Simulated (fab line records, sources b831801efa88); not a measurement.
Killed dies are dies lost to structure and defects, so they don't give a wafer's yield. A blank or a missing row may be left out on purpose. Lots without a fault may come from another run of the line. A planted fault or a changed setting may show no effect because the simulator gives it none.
Split-lot experiment | flow gf180mcu | 5 lots, 23 wafers read, on a route of 602 steps

THE SPLIT
At GF_HV_LDD_DEVELOP_06 (develop time 60 s), the setting develop_time_s was moved away from the recipe's 60 s on 7 of the 23 wafers read, by -8.5% to +5.6%. The other wafers ran this setting at the recipe's value.

The file shows no step between the split and the reading.

THE READING
cd_nm, in nm, at GF_HV_LDD_CD_MEAS_07 (target cd 400 nm). Fault-free wafers of this fab line usually give 401.2 nm, standard deviation 1.8 nm.

wafer  | tool, chamber at the split | develop_time_s as run, s | against the recipe | cd_nm, nm | against lot-mates on the recipe
L074.1 | litho_track-04, 0          | 60                       | recipe             | 400.0     | -
L074.2 | litho_track-04, 0          | 60                       | recipe             | 400.8     | -
L074.3 | litho_track-04, 0          | 63.37                    | +5.6%              | 405.6     | +5.5
L074.4 | litho_track-04, 0          | 63.37                    | +5.6%              | 405.2     | +5.1
L074.5 | litho_track-04, 0          | 60                       | recipe             | 399.6     | -
L081.1 | litho_track-01, 0          | 57.49                    | -4.2%              | 394.3     | -6.6
L081.2 | litho_track-01, 0          | 57.49                    | -4.2%              | 398.5     | -2.4
L081.3 | litho_track-01, 0          | 60                       | recipe             | 402.2     | -
L081.5 | litho_track-01, 0          | 60                       | recipe             | 399.7     | -
L081.6 | litho_track-01, 0          | 57.49                    | -4.2%              | 396.9     | -4.1
L082.1 | litho_track-03, 0          | 60                       | recipe             | 401.2     | -
L082.2 | litho_track-03, 0          | 60                       | recipe             | 401.4     | -
L082.4 | litho_track-03, 0          | 60                       | recipe             | 399.6     | -
L082.5 | litho_track-03, 0          | 60                       | recipe             | 399.1     | -
L082.6 | litho_track-03, 0          | 60                       | recipe             | 402.4     | -
L084.2 | litho_track-01, 0          | 60                       | recipe             | 400.5     | -
L084.4 | litho_track-01, 0          | 60                       | recipe             | 402.9     | -
L084.6 | litho_track-01, 0          | 60                       | recipe             | 404.1     | -
L085.1 | litho_track-03, 0          | 60                       | recipe             | 402.9     | -
L085.2 | litho_track-03, 0          | 54.88                    | -8.5%              | 392.3     | -8.7
L085.3 | litho_track-03, 0          | 60                       | recipe             | 399.5     | -
L085.4 | litho_track-03, 0          | 60                       | recipe             | 400.5     | -
L085.6 | litho_track-03, 0          | 54.88                    | -8.5%              | 391.1     | -9.9

THE FIT
A straight line over all 23 wafers: cd_nm changes by +0.996 nm for each +1% of develop_time_s; r = +0.92; the points scatter about the line by 1.5 nm.
The same after taking each lot's own level away (the mean of its wafers on the recipe; 23 wafers): +1.04 nm for each +1%; r = +0.94; scatter 1.3 nm.
On that fit, the largest move of develop_time_s shifts the reading by 8.8 nm.
The lots' own levels span 400.13 to 402.50 nm, that is 1.3 times the standard deviation above.
So the lot-to-lot level changes the slope little: the two slopes agree.
Check: with one of the wafers moved furthest among these (-8.5%) left out of the fit, the line predicts -9.04 nm for it against its lot-mates. It came out at -8.67 nm against them.

OTHER SPLITS ON THESE WAFERS
These wafers also went through other splits before the reading. Each is held against what the fit with the lots' levels taken away leaves over:
other split on the same wafers | wafers away from the commonest value | r with cd_nm (lot level and that fit taken away)
GF_POLY_GATE_ETCH_13 time_s    | 4                                    | -0.08

THE FILE'S OWN FIT
cd_nm changes by +1.04 nm for each +1% of develop_time_s, r = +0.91.
